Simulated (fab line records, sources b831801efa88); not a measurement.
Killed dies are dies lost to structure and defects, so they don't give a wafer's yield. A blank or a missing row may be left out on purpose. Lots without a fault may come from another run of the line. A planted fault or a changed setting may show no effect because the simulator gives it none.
Which tool did it? | flow gf180mcu | 13 lots, 39 wafers sampled, at 1 step of a route of 602

WHAT THE GAUGES READ, wafer by wafer
GF_M4_THK_MEAS_06: measures by xrf. Usual: M4_ALCU_THK 441 nm, standard deviation 5.1.
lot  | measured     | on            | M4_ALCU_THK (nm) | flag
L262 | day 22 07:23 | film_metro-02 | 443 443 439      |
L263 | day 22 18:24 | film_metro-03 | 447 448 444      |
L264 | day 23 03:25 | film_metro-02 | 442 439 441      |
L265 | day 23 12:22 | film_metro-02 | 435 438 434      |
L266 | day 23 20:02 | film_metro-03 | 438 440 438      |
L268 | day 24 13:38 | film_metro-02 | 439 440 441      |
L269 | day 25 00:13 | film_metro-04 | 444 440 442      |
L270 | day 25 06:52 | film_metro-02 | 434 436 438      |
L271 | day 25 17:52 | film_metro-02 | 442 443 439      |
L272 | day 25 23:43 | film_metro-02 | 442 442 438      |
L274 | day 26 16:42 | film_metro-02 | 434 438 437      |
L277 | day 27 15:47 | film_metro-03 | 454 453 454      |
L280 | day 28 11:19 | film_metro-02 | 446 440 443      |

WHICH TOOL RAN EACH LOT (tool, then ch and the chambers of the sampled wafers, then the start)
The record holds no process step before these readings.

WHAT THE TOOLS THEMSELVES READ (means of the sampled wafers that have a number; where no wafer has one, the mark that the record gives instead)
The record holds no such reading with a usual standard deviation.

THE ANSWER, worked out from the rows above alone
Rule: a lot is off if the mean of its wafers that have a number lies more than 3 standard deviations from the usual mean. A lot without any number at a reading at which 4 lots or more have one is off too. The other lots that the step has rows for count as sound. The gauges are gone through in route order, then the tools' own readings, and for those a lot's mean is taken as printed above. The first step at which some lot is off is used, and at that step the reading that is off furthest; a lot without a number counts as furthest.
No lot is off at any reading shown: from this, nothing can be told.

WHAT THE SIMULATOR HAD PUT IN
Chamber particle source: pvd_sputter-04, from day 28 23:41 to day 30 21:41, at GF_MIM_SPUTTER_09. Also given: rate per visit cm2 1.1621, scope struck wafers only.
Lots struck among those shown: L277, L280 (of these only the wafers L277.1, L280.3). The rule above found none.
